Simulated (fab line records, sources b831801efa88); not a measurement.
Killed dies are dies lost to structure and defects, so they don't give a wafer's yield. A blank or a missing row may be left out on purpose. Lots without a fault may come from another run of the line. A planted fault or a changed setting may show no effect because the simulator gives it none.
Problem report in the 8D (eight disciplines) form, filled by code | flow gf180mcu | the parts of the form that need people (team, actions taken, sign-off) are left out

1. THE PROBLEM
SAB_CVD_00_THK at GF_SAB_THK_MEAS_01 reads a mean of 54.7 nm on 3 wafers of 2 lots; wafers without a fault read 50.0 nm with a standard deviation of 0.63. That is +7.4 standard deviations from the usual mean.
First seen on wafer L136.1, day 20 04:18, on film_metro-04. The record holds 42 wafers of 14 lots with a number at this step. Rule for "out", or "out of limits": more than 4 standard deviations from the usual mean. The other wafers with a number count as sound.

2. WHAT IT IS AND WHAT IT IS NOT
question                    | is                     | is not
which readings at this step | SAB_CVD_00_THK         | -
which lots                  | L136, L138             | L119, L121, L122, L125, L126, L127, L128, L129, L130, L132, L135, L141
which wafers of those lots  | L136.1, L136.4, L138.1 | L136.3, L138.3, L138.6
read on which gauges        | film_metro-04          | film_metro-01, film_metro-03
when                        | from day 20 04:18      | up to then (34 sound wafers); but 5 sound wafers of L138, L141 came after

3. SUSPECTS, AND WHAT RULES EACH OUT
Counting: a tool at a process step up to the reading stays a suspect if it ran every lot that is out. Sound lots after the first of them don't rule it out here, since some wafers of a struck lot are sound.
- the gauge at GF_SAB_THK_MEAS_01: kept. All the wafers that are out were read on film_metro-04, and no step on other tools shows them out.
- pecvd-03 at GF_SAB_CVD_00 (deposits SiO2 from TEOS, target thk 50 nm, time 4.9302 s): kept. It ran every lot that is out, first L136 (day 20 04:17); its last sound lot up to then is L135 (day 19 21:49).
- Within pecvd-03 at GF_SAB_CVD_00: the wafers that are out ran in chamber 0; their sound lot-mates ran in chambers 1, 2.
Left after counting: pecvd-03 at GF_SAB_CVD_00, film_metro-04 at GF_SAB_THK_MEAS_01.

4. THE CAUSE (what the simulator had put in)
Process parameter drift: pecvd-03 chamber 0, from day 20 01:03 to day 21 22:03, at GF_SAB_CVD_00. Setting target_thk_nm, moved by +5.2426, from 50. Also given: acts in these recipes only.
Counting left 2 suspects, and this tool is among them.

5. THE CHAIN OF EFFECTS, in route order
Each row: a reading whose mean over the struck wafers that have a number lies more than 3 standard deviations from the usual. Only readings for which the record gives a usual standard deviation are gone through. hours: the time from each lot's start at the first step in this table that gives one to its start at this step, as a median over the lots. sigmas: the change in usual standard deviations.
hours | step               | reading        | usual   | on struck wafers | change | sigmas
0     | GF_SAB_THK_MEAS_01 | SAB_CVD_00_THK | 50.0 nm | 54.7             | +4.7   | +7.4

6. WHAT WOULD HAVE CAUGHT IT SOONER
In this record the first reading out of limits at a measuring or inspecting step was taken at day 20 04:18, 3 hours after the fault began at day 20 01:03.
Of the tool readings at GF_SAB_CVD_00 for which the record gives a usual standard deviation, none was out on any struck wafer, so an alarm limit of 4 standard deviations on them would not have fired.
Of the lots that are out (2), L138 began GF_SAB_CVD_00 on pecvd-03 after day 20 04:18. A hold on the tool at that time would have spared it.
